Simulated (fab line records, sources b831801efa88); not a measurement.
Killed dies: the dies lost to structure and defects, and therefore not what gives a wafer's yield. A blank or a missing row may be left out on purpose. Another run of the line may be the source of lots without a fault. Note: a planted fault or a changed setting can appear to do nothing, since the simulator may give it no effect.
fab line records	flow gf180mcu
[record] lots = 15	wafers = 45	last-day = 34
route steps=602 shown M2@378 V2@385
lots that met no fault: taken from a fault-free run of the same line
start-h: hours from the record's opening day to when the first of the lot's shown wafers began	wait-h: hours elapsed since this lot's preceding step	" repeats the value in the row above	L1.1+2: a single row standing in for several wafers	- no value, or no start was given	* or withheld: withheld	< > ~ a bound
route shown NAME@n: NAME is a module with steps in the file, n the number in the route of the first one	usual: mean and standard deviation over wafers with no fault	same: alike in all rows	chamber/n: place in a boat	sites: readings site by site	_std_site: standard deviation of those values	_edge_site: mean of outer sites minus mean of inner sites	radius-mm: for every site, how far away it sits from the centre of the wafer	mask NAME#n: copy n	behind: the last tool/chamber to shape the wafer	hold: why the lot went on hold/how many hours it stayed there/how the hold came to an end	device: names the non-switching transistor (n, p or np)	end of line: the route-end tests of the same wafers	where a step has no rows: the recipe by itself	killed: not the wafer's yield, but the dies lost to structure and defects at the first sort	map: the dies of a wafer, with x for killed, . for not killed, _ for no die there
set.NAME: the run value of the setting; set.NAME@STEP: its run value at that earlier step	model.NAME: the simulator's own value behind a step, which no gauge read
a sample of lots followed through the steps of the route, with each step as a table and each wafer as a row
services: a tool's chamber out of use, with start hour (start-h, from the record's first day; less than 0 if before it), hours out, and reason
[[steps]]
[step GF_M2_METAL_ETCH_16]
[recipe] chemistry = Cl2/BCl3	mask-material = KrF	target-depth-nm = 627.5	stop-on = SiO2	pressure-mtorr = 8	icp-w = 800	bias-w = 140	Cl2_flow_sccm = 80	bcl3-flow-sccm = 40	time-s = 104.6
[usual] bias-w = 140.0/0.41	drypump-motor-current-A = 5.7/0.46	he-backside-leak-sccm = 3.36/0.21	oes-product-au = 0.970/0.0065	throttle-valve-pct = 28.251/0.0095
lot.wafer	tool	chamber	start-h	wait-h	bias-w	drypump-motor-current-A	he-backside-leak-sccm	oes-product-au	rf-hours-counter-h	throttle-valve-pct
L465.3	rie-metal-04	0	435.90	0.1	140.5	5.7	3.39	0.974	-	28.258
L465.5	"	0	"	"	140.1	5.6	3.27	0.967	-	28.271
L465.6	"	0	"	"	140.2	5.7	3.25	0.969	-	28.251
L466.1	rie-metal-01	1	443.83	0.0	140.9	6.0	3.54	0.978	8	28.269
L466.5	"	1	"	"	140.0	6.0	3.54	0.967	-	28.245
L466.6	"	0	"	"	139.3	5.3	3.44	0.973	-	28.247
L467.3	rie-metal-01	1	456.06	0.1	139.7	6.0	3.54	0.963	-	28.245
L467.5	"	0	"	"	139.4	5.3	3.64	0.972	-	28.233
L467.6	"	1	"	"	139.5	6.0	3.63	0.971	-	28.250
L470.2	rie-metal-02	0	485.68	0.0	139.7	5.8	3.04	0.984	1	28.247
L470.4	"	1	"	"	139.9	5.1	3.48	0.981	-	28.259
L470.6	"	0	"	"	139.5	5.9	2.96	0.972	-	28.234
L471.2	rie-metal-01	0	490.53	0.0	140.2	5.3	3.68	0.958	0	28.274
L471.3	"	1	"	"	140.2	6.0	3.58	0.973	-	28.254
L471.4	"	0	"	"	140.3	5.3	3.27	0.967	-	28.269
L472.2	rie-metal-01	1	501.13	0.0	140.3	6.0	3.55	0.969	10	28.245
L472.3	"	0	"	"	140.7	5.3	3.48	0.970	-	28.254
L472.4	"	1	"	"	140.4	6.0	3.65	0.960	-	28.252
L480.2	rie-metal-04	1	564.09	0.0	140.2	6.5	3.53	0.970	2	28.249
L480.4	"	0	"	"	139.9	5.7	3.49	0.974	-	28.248
L480.6	"	0	"	"	139.7	5.6	3.36	0.971	-	28.257
L481.1	rie-metal-04	0	575.06	0.0	139.8	5.6	3.09	0.975	10	28.235
L481.4	"	0	"	"	140.3	5.6	3.30	0.973	-	28.259
L481.5	"	1	"	"	140.3	6.5	3.61	0.970	-	28.272
L482.1	rie-metal-01	0	587.87	0.0	140.0	5.3	3.31	0.970	3	28.256
L482.2	"	0	"	"	139.7	5.3	3.40	0.973	-	28.255
L482.5	"	0	"	"	139.7	5.3	3.50	0.962	-	28.250
L483.2	rie-metal-02	1	595.17	0.0	140.6	5.1	3.51	0.969	3	28.251
L483.4	"	0	"	"	139.7	5.9	3.14	0.967	-	28.259
L483.5	"	1	"	"	140.1	5.0	3.23	0.969	-	28.262
L484.2	rie-metal-01	0	596.23	0.1	140.8	5.3	3.28	0.968	-	28.254
L484.3	"	0	"	"	140.4	5.3	3.43	0.976	-	28.248
L484.6	"	0	"	"	140.0	5.3	3.51	0.966	-	28.237
L485.2	rie-metal-02	0	606.07	0.0	140.2	5.9	3.01	0.977	4	28.258
L485.5	"	0	"	"	140.6	5.9	3.06	0.975	-	28.252
L485.6	"	1	"	"	140.2	5.1	3.12	0.968	-	28.242
L486.1	rie-metal-01	0	610.89	0.0	140.0	5.3	3.48	0.979	5	28.253
L486.4	"	1	"	"	140.6	6.0	3.30	0.974	-	28.248
L486.5	"	1	"	"	140.2	6.0	3.43	0.972	-	28.242
L488.1	rie-metal-01	1	621.74	0.0	139.5	6.0	3.46	0.966	1	28.241
L488.5	"	1	"	"	140.6	6.0	3.70	0.963	-	28.239
L488.6	"	0	"	"	140.3	5.3	3.39	0.972	-	28.248
L487.1	rie-metal-04	0	625.44	0.0	140.0	5.6	3.37	0.969	12	28.263
L487.2	"	1	"	"	139.7	6.5	3.54	0.975	4	28.235
L487.6	"	1	"	"	139.5	6.6	3.60	0.971	-	28.254
[step GF_V2_THK_MEAS_03]
[recipe] reads = SiO2_of_V2_CVD_02
[usual] V2_CVD_02_THK = 851/11
lot.wafer	tool	chamber	start-h	wait-h	V2_CVD_02_THK[nm]
L465.3	film-metro-03	-	436.81	0.1	833
L465.5	"	-	"	"	852
L465.6	"	-	"	"	842
L466.1	film-metro-01	-	444.68	0.0	836
L466.5	"	-	"	"	853
L466.6	"	-	"	"	855
L467.3	film-metro-01	-	456.93	0.1	840
L467.5	"	-	"	"	851
L467.6	"	-	"	"	859
L470.2	film-metro-01	-	486.58	0.0	849
L470.4	"	-	"	"	862
L470.6	"	-	"	"	871
L471.2	film-metro-02	-	491.49	0.1	844
L471.3	"	-	"	"	846
L471.4	"	-	"	"	856
L472.2	film-metro-03	-	502.02	0.0	859
L472.3	"	-	"	"	858
L472.4	"	-	"	"	871
L480.2	film-metro-01	-	565.06	0.0	843
L480.4	"	-	"	"	863
L480.6	"	-	"	"	860
L481.1	film-metro-03	-	575.91	0.0	847
L481.4	"	-	"	"	867
L481.5	"	-	"	"	865
L482.1	film-metro-02	-	588.99	0.0	852
L482.2	"	-	"	"	848
L482.5	"	-	"	"	855
L483.2	film-metro-02	-	596.04	0.0	834
L483.4	"	-	"	"	841
L483.5	"	-	"	"	862
L484.2	film-metro-01	-	597.19	0.0	827
L484.3	"	-	"	"	833
L484.6	"	-	"	"	867
L485.2	film-metro-02	-	606.94	0.0	829
L485.5	"	-	"	"	845
L485.6	"	-	"	"	850
L486.1	film-metro-03	-	611.74	0.0	842
L486.4	"	-	"	"	864
L486.5	"	-	"	"	848
L488.1	film-metro-02	-	622.59	0.0	838
L488.5	"	-	"	"	842
L488.6	"	-	"	"	858
L487.1	film-metro-03	-	626.29	0.0	834
L487.2	"	-	"	"	833
L487.6	"	-	"	"	839
[step GF_V2_DEVELOP_13]
[recipe] develop-time-s = 60	resist = KrF	dev-temp-c = 21
[usual] chill-plate-temp-C = 23.00/0.1	develop-time-s = 60/0
lot.wafer	tool	chamber	start-h	wait-h	chill-plate-temp-C	develop-time-s
L465.3	litho-track-03	0	461.24	0.1	23.09	60
L465.5	"	0	"	"	23.14	60
L465.6	"	0	"	"	23.01	60
L466.1	litho-track-04	0	469.38	0.2	22.85	60
L466.5	"	0	"	"	23.12	60
L466.6	"	0	"	"	23.04	60
L467.3	litho-track-02	0	481.52	0.1	23.12	60
L467.5	"	0	"	"	23.11	60
L467.6	"	0	"	"	22.98	60
L470.2	litho-track-04	-	510.36	0.2	-	-
L470.4	"	-	"	"	-	-
L470.6	"	-	"	"	-	-
L471.2	litho-track-04	-	515.16	0.2	-	-
L471.3	"	-	"	"	-	-
L471.4	"	-	"	"	-	-
L472.2	litho-track-03	-	525.36	0.2	-	-
L472.3	"	-	"	"	-	-
L472.4	"	-	"	"	-	-
L480.2	litho-track-03	0	586.31	0.2	22.92	60
L480.4	"	0	"	"	22.87	60
L480.6	"	0	"	"	23.03	60
L481.1	litho-track-03	0	597.88	0.2	22.90	60
L481.4	"	0	"	"	23.09	60
L481.5	"	0	"	"	23.14	60
L482.1	litho-track-02	0	609.92	0.2	22.95	60
L482.2	"	0	"	"	22.96	60
L482.5	"	0	"	"	23.00	60
L483.2	litho-track-03	0	617.56	0.2	22.86	60
L483.4	"	0	"	"	23.07	60
L483.5	"	0	"	"	22.96	60
L484.2	litho-track-03	0	618.51	0.2	22.99	60
L484.3	"	0	"	"	22.97	60
L484.6	"	0	"	"	22.94	60
L485.2	litho-track-04	0	628.16	0.2	22.84	60
L485.5	"	0	"	"	22.87	60
L485.6	"	0	"	"	22.98	60
L486.1	litho-track-02	0	632.52	0.2	23.00	60
L486.4	"	0	"	"	23.05	60
L486.5	"	0	"	"	23.14	60
L488.1	litho-track-04	0	643.18	0.2	22.87	60
L488.5	"	0	"	"	22.86	60
L488.6	"	0	"	"	23.13	60
L487.1	litho-track-04	0	646.58	0.2	22.92	60
L487.2	"	0	"	"	22.98	60
L487.6	"	0	"	"	22.99	60
[step GF_V2_STRIP_18]
[recipe] chemistry = O2/N2	power-w = 1400	pressure-mtorr = 1500	platen-temp-c = 250	o2-flow-sccm = 3000	n2-flow-sccm = 300	overash-fraction = 0.5
[usual] drypump-motor-current-A = 5.9/0.37	heater-power-w = 365/49	oes-product-au = 0.592/0.0047
lot.wafer	tool	chamber	start-h	wait-h	drypump-motor-current-A	heater-power-w	oes-product-au	rf-hours-counter-h
L465.3	plasma-asher-04	1	461.65	-	5.7	377	0.587	-
L465.5	"	0	"	"	5.2	417	0.592	-
L465.6	"	1	"	"	5.7	386	0.596	-
L466.1	plasma-asher-02	1	469.82	-	6.0	351	0.593	75
L466.5	"	0	"	"	5.6	316	0.589	-
L466.6	"	1	"	"	6.0	350	0.588	-
L467.3	plasma-asher-01	0	481.94	-	6.3	301	0.597	-
L467.5	"	0	"	"	6.3	307	0.591	-
L467.6	"	1	"	"	6.0	420	0.604	-
L470.2	plasma-asher-01	0	510.77	-	6.3	295	0.591	8
L470.4	"	0	"	"	6.3	307	0.604	-
L470.6	"	0	"	"	6.3	301	0.602	-
L471.2	plasma-asher-01	1	515.57	-	6.1	432	0.600	9
L471.3	"	0	"	"	6.2	306	0.594	-
L471.4	"	1	"	"	6.1	434	0.598	-
L472.2	plasma-asher-04	0	525.77	-	5.2	430	0.605	91
L472.3	"	0	"	"	5.2	412	0.601	-
L472.4	"	1	"	"	5.7	386	0.594	-
L480.2	plasma-asher-02	1	586.72	-	6.1	352	0.589	88
L480.4	"	0	"	"	5.6	316	0.595	-
L480.6	"	1	"	"	6.0	356	0.592	-
L481.1	plasma-asher-01	0	598.32	-	6.3	302	0.596	18
L481.4	"	1	"	"	6.0	425	0.594	-
L481.5	"	1	"	"	6.1	416	0.588	-
L482.1	plasma-asher-02	0	610.35	-	5.6	311	0.590	90
L482.2	"	1	"	"	6.0	348	0.597	90
L482.5	"	0	"	"	5.6	325	0.584	-
L483.2	plasma-asher-02	1	617.97	-	6.0	355	0.592	91
L483.4	"	0	"	"	5.6	314	0.591	-
L483.5	"	1	"	"	6.0	351	0.595	-
L484.2	plasma-asher-01	0	618.92	-	6.3	299	0.603	20
L484.3	"	0	"	"	6.3	298	0.588	-
L484.6	"	1	"	"	6.1	422	0.586	-
L485.2	plasma-asher-01	1	628.57	-	6.0	433	0.596	21
L485.5	"	0	"	"	6.3	299	0.604	-
L485.6	"	1	"	"	6.1	432	0.594	-
L486.1	plasma-asher-02	0	632.95	-	5.6	324	0.592	93
L486.4	"	1	"	"	6.0	353	0.596	-
L486.5	"	0	"	"	5.6	320	0.599	-
L488.1	plasma-asher-02	0	643.62	-	5.6	322	0.589	94
L488.5	"	0	"	"	5.6	313	0.590	-
L488.6	"	1	"	"	6.0	349	0.588	-
L487.1	plasma-asher-02	1	647.02	-	6.0	349	0.591	94
L487.2	"	0	"	"	5.6	315	0.593	94
L487.6	"	1	"	"	6.0	350	0.583	-
[[services]]
tool	chamber	start-h	hours	kind
plasma-asher-01	-	421.25	9.0	pm
plasma-asher-01	0	421.25	9.0	vent-cycle
plasma-asher-01	1	421.25	9.0	vent-cycle
rie-metal-04	1	430.24	-	clean
rie-metal-04	1	430.24	20.6	scheduled-down
rie-metal-04	1	430.24	20.6	vent-cycle
plasma-asher-01	0	430.25	-	clean
plasma-asher-01	1	430.25	-	clean
plasma-asher-02	-	439.13	2.3	repair
rie-metal-02	0	442.28	-	clean
rie-metal-01	0	468.29	-	clean
rie-metal-01	0	468.29	18.0	scheduled-down
rie-metal-01	0	468.29	18.0	vent-cycle
rie-metal-04	-	476.62	15.6	pm
rie-metal-01	1	581.98	-	clean
rie-metal-01	1	581.98	25.2	scheduled-down
rie-metal-01	1	581.98	25.2	vent-cycle
plasma-asher-02	-	588.20	5.2	repair
rie-metal-02	-	599.08	0.5	repair
plasma-asher-04	-	599.27	4.2	repair
rie-metal-04	0	626.54	-	clean
rie-metal-04	0	626.54	15.1	scheduled-down
rie-metal-04	0	626.54	15.1	vent-cycle
rie-metal-01	-	634.78	2.8	pm
[[key]]
[first-sign] step = GF_V2_DEVELOP_13	reading = tool-record	direction = missing
effect none on later readings
met-at GF_V2_DEVELOP_13
struck-lots L470,L471,L472
later-rows-left-out L470.2,L470.4,L470.6,L471.2,L471.3,L471.4,L472.2,L472.3,L472.4
sort-left-out L470.2,L470.4,L470.6,L471.2,L471.3,L471.4,L472.2,L472.3,L472.4
not-acting-at GF_M2_METAL_ETCH_16,GF_V2_THK_MEAS_03,GF_V2_STRIP_18
onset-between 469.38 510.36
[fault] kind = skipped-step-whole	tool = litho-track-03,litho-track-04	chamber = -	onset-h = 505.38	steps = GF_V2_DEVELOP_13	scope = struck-lots-only
// sort-left-out: the simulated sort isn't trusted on such a fault, so these wafers' sort isn't shown, and their yield isn't known
// later-rows-left-out: the simulator's readings of these wafers behind a module that went badly wrong aren't trusted and aren't shown, but for the sort
